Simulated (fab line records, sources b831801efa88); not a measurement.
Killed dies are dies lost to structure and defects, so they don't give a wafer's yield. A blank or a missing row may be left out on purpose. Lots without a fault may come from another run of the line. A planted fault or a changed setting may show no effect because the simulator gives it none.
Problem report in the 8D (eight disciplines) form, filled by code | flow gf180mcu | the parts of the form that need people (team, actions taken, sign-off) are left out

1. THE PROBLEM
beam_energy_keV at GF_LVPWELL_IMPLANT_09 reads a mean of 62.025 on 6 wafers of 2 lots; wafers without a fault read 60.004 with a standard deviation of 0.02. That is +99 or more standard deviations from the usual mean.
First seen on wafer L838.1, day 6 03:44, on implanter-03. The record holds 42 wafers of 14 lots with a number at this step. Rule for "out", or "out of limits": more than 4 standard deviations from the usual mean. The other wafers with a number count as sound.

2. WHAT IT IS AND WHAT IT IS NOT
question                    | is                     | is not
which readings at this step | beam_energy_keV        | beam_on_s
which lots                  | L838, L839             | L828, L829, L830, L831, L832, L835, L843, L844, L846, L848, L850, L851
which wafers of those lots  | all that have a number | -
read on which tools         | implanter-03           | implanter-01, implanter-02
when                        | from day 6 03:44       | up to then (18 sound wafers); but 18 sound wafers of L843, L844, L846, L848, L850, L851 came after

3. SUSPECTS, AND WHAT RULES EACH OUT
Counting: a tool at a process step up to the reading stays a suspect if it ran every lot that is out and no sound lot after the first of them.
- implanter-03 at GF_LVPWELL_IMPLANT_09: ruled out as a lasting fault. Sound lots L851 ran on it after its first lot that is out, L838 (day 6 03:44).
Left after counting: nothing in the record.

4. THE CAUSE (what the simulator had put in)
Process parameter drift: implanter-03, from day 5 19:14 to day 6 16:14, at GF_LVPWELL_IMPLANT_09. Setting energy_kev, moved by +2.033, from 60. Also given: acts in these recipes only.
Counting ruled it out, wrongly.

5. THE CHAIN OF EFFECTS, in route order
Each row: a reading whose mean over the struck wafers that have a number lies more than 3 standard deviations from the usual. Only readings for which the record gives a usual standard deviation are gone through. hours: the time from each lot's start at the first step in this table that gives one to its start at this step, as a median over the lots. sigmas: the change in usual standard deviations.
hours | step                  | reading         | usual  | on struck wafers | change | sigmas
0     | GF_LVPWELL_IMPLANT_09 | beam_energy_keV | 60.004 | 62.025           | +2.021 | +99 or more
The process steps in it:
- GF_LVPWELL_IMPLANT_09

6. WHAT WOULD HAVE CAUGHT IT SOONER
In this record the first reading out of limits was taken at day 6 03:44, 8 hours after the fault began at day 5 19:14.
